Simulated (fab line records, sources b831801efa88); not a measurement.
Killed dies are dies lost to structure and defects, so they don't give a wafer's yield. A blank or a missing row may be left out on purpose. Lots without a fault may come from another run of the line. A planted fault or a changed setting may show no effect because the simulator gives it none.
Which tool did it? | flow gf180mcu | 6 lots, 18 wafers sampled, at 3 steps of a route of 602

WHAT THE GAUGES READ, wafer by wafer
GF_LVPWELL_TW_MEAS_11.
lot  | measured    | on            | LVPWELL_TW
L386 | day 4 06:47 | film_metro-02 | 562.4 561.3 560.8
L388 | day 4 20:00 | film_metro-02 | 563.9 562.9 563.9
L391 | day 5 10:33 | film_metro-04 | 563.0 563.0 561.1
L394 | day 6 06:05 | film_metro-02 | 567.1 564.4 565.4
L398 | day 7 04:42 | film_metro-03 | 559.4 560.5 559.3
L406 | day 9 00:53 | film_metro-02 | 1054.4 1045.8 1049.4

WHICH TOOL RAN EACH LOT (tool, then ch and the chambers of the sampled wafers, then the start)
lot  | GF_STI_ETCH_13                    | GF_LVPWELL_IMPLANT_08
L386 | rie_diel-03 ch 1,3, day 2 11:20   | implanter-02 ch 0, day 4 06:23
L388 | rie_diel-04 ch 0,3, day 2 21:29   | implanter-04 ch 0, day 4 19:36
L391 | rie_diel-03 ch 0,2,3, day 3 13:29 | implanter-02 ch 0, day 5 10:10
L394 | rie_diel-04 ch 0,1,2, day 4 05:26 | implanter-02 ch 0, day 6 05:41
L398 | rie_diel-03 ch 0,1,2, day 5 01:37 | implanter-04 ch 0, day 7 04:19
L406 | rie_diel-03 ch 0,1,3, day 6 18:31 | implanter-04 ch 0, day 9 00:29
- GF_STI_ETCH_13: etches the open film in CHF3/O2, stops on Si, target depth 282.31 nm, time 112.9 s.
- GF_LVPWELL_IMPLANT_08

THE ANSWER, worked out from the rows above alone
Rule: what is usual is taken from the lots themselves. Put in order of their means at a reading, lots are off if they are a third of the lots or fewer, leave a main group of 4 or more, and stand apart from it by a gap of 3 or more times the standard deviation of the main group's means; of several such gaps the widest counts. A main group whose means are all the same, to the digits that the tables above print for the reading, isn't used. A lot without any number at a reading at which 4 lots or more have one is off too. The other lots that the step has rows for count as sound.
Off: L406, at GF_LVPWELL_TW_MEAS_11 (LVPWELL_TW). The main group: mean 562.6, standard deviation 2.
A tool fits if, at a process step before that reading, it ran every lot that is off, and no sound lot after the first of them. The gauges at GF_LVPWELL_TW_MEAS_11 are tried like those tools. Can't be told from this: 3 tools fit, rie_diel-03 at GF_STI_ETCH_13, implanter-04 at GF_LVPWELL_IMPLANT_08, film_metro-02 at GF_LVPWELL_TW_MEAS_11.

WHAT THE SIMULATOR HAD PUT IN
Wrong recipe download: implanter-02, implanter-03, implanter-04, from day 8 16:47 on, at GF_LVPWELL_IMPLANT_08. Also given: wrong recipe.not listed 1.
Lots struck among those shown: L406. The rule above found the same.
